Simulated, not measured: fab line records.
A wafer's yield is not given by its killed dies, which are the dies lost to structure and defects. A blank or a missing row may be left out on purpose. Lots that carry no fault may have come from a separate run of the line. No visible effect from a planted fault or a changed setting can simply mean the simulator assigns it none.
Chamber matching ; flow sky130 ; rie diel-01 running SKY_VIA4_ETCH_12: 4 sister chambers
The step etches SiO2 in C4F8/O2/Ar, stops on TiN, target depth 580 nm. 4 wafers are shown with their chamber, then 11 later ones without.

== EACH WAFER AND ITS CHAMBER ==
wafer;chamber;bias w (W)
L081.1;3;1202
L083.2;1;1192
L083.4;2;1203
L084.1;0;1195

== WAFERS WHOSE CHAMBER IS MISSING ==
wafer;bias w (W)
L084.5;1202
L084.6;1196
L089.2;1204
L089.4;1200
L089.5;1208
L092.1;1198
L092.5;1197
L092.6;1201
L096.2;1202
L096.3;1203
L096.5;1203

== CHAMBER TAKEN BY EACH ==
wafer;from the rows above;in truth
L084.5;can't be placed: 3 or 2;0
L084.6;can't be placed: 0 or 1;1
L089.2;can't be placed: 2 or 3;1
L089.4;can't be placed: 3 or 2 or 0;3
L089.5;can't be placed: 2 or 3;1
L092.1;can't be placed: 0 or 3 or 2 or 1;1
L092.5;can't be placed: 0 or 1 or 3 or 2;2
L092.6;can't be placed: 3 or 2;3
L096.2;can't be placed: 3 or 2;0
L096.3;can't be placed: 2 or 3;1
L096.5;can't be placed: 2 or 3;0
Placed correctly: 0 of 11. Cannot be placed on the basis of these rows: 11; the candidates contain the true chamber in 5. Number placed wrongly: 0.
How it was worked out, from the rows above alone: a wafer's distance from a chamber is the root of the sum, over the readings, of the square of ((its reading less the chamber's mean) divided by the reading's scatter). The wafer belongs to the nearest chamber; if the next one is less than 2 further off, it can't be placed. The mean given for a chamber averages the wafers shown for that chamber. The scatter (one wafer shown for each chamber): square how far every hidden wafer sits from the nearest shown wafer, average those squares and take the square root.
